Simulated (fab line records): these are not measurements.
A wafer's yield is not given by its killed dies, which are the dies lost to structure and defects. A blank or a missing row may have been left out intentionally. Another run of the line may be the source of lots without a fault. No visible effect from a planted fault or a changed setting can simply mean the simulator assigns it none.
A lot that was struck, set against a sound lot / flow gf180mcu / 17 steps out of a route of 602
Sound: the wafers L190.3, L190.5, L190.6. Wafers L209.1, L209.4, L209.6 were the ones struck. Last of all comes the cause.
At each step with rows: each side's tool, then ch and its chambers, then its first start. Under that, the readings that differ: sound wafers / struck wafers / difference of the means / sigmas: that difference in standard deviations of wafers without a fault.
alike: same words and numbers on both sides, and readings whose means sit less than 2 such deviations apart. not compared: any withheld reading, any reading some wafer has no value for, any bound like >300 that may hide the same value, and any number with overlapping values for which the record gives no deviation.
Wherever a step has rows on one side only, a row that says differs or no value, or a row with sigmas, the two part there. Numbers that don't overlap but have no deviation are shown without sigmas and don't part them. A reading missing from all wafers of one side parts the sides only when that side holds two or more wafers.

first, 4 steps without rows for these wafers: GF_MIM_SOFTBAKE_15 (time 60 s); GF_MIM_EXPOSE_16 (exposes mask FuseTop, target cd 2000 nm); GF_MIM_PEB_17; GF_MIM_DEVELOP_18 (develop time 60 s).
GF_MIM_METAL_ETCH_19: etches the open film in Cl2/BCl3, stops on Si3N4, target depth 324.5 nm, time 54.1 s.
  sound on rieMetal-04 ch 0,1, day 26 00:37; struck on rieMetal-04 ch 0,1, day 31 12:20
  alike: drypumpMotorCurrentA, oesProductAu, throttleValvePct
  not compared: rfHoursCounterH
GF_MIM_STRIP_20: strips in O2/N2.
  sound on plasmaAsher-01 ch 0,1, day 26 00:42; struck on plasmaAsher-01 ch 0,1, day 31 12:24
  alike: drypumpMotorCurrentA, heaterPowerW, oesProductAu, stripTimeToEndpointS
  not compared: rfHoursCounterH
then, 6 steps without rows for these wafers: GF_MIM_STRIP_21 (strips in post etch residue remover, time 1200 s); GF_MIM_CLEAN_22 (cleans in DIW); GF_M5_DEHYDRATE_00 (time 60 s); GF_M5_HMDS_01 (prime time 60 s); GF_M5_COAT_02 (resist thk 1000 nm); GF_M5_SOFTBAKE_03 (time 60 s).
GF_M5_EXPOSE_04: exposes mask Metal5, target cd 280 nm.
  sound on krfScanner-01 ch 0, day 26 11:47; struck on krfScanner-02 ch 0, day 31 21:01
reading=exposureDoseMJCm2; sound=27.99 27.96 27.96; struck=18.62 18.64 18.65; difference=-9.33; sigmas=-67
  alike: mask
then, 2 steps without rows for these wafers: GF_M5_PEB_05 (peb time 90 s); GF_M5_DEVELOP_06 (develop time 60 s).
GF_M5_CD_MEAS_07: target cd 280 nm.
  sound on cdSem-01, day 26 22:01; struck on cdSem-01, day 32 06:02
reading=cdNm (nm); sound=280.5 279.7 280.0; struck=342.4 341.8 340.8; difference=+61.6; sigmas=+62
  not compared: hold
GF_PASSIVATION_PROBE_99:
  the record holds rows for the sound wafers here (prober-01, day 29 14:53) but none for the struck ones

WHERE THEY PART
At GF_M5_EXPOSE_04 first; at GF_PASSIVATION_PROBE_99 last (within this record only).

WHY: whatever the simulator had introduced
Process parameter drift: krfScanner-02, from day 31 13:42 on, at GF_M5_EXPOSE_04. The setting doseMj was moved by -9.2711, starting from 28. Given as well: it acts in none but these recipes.
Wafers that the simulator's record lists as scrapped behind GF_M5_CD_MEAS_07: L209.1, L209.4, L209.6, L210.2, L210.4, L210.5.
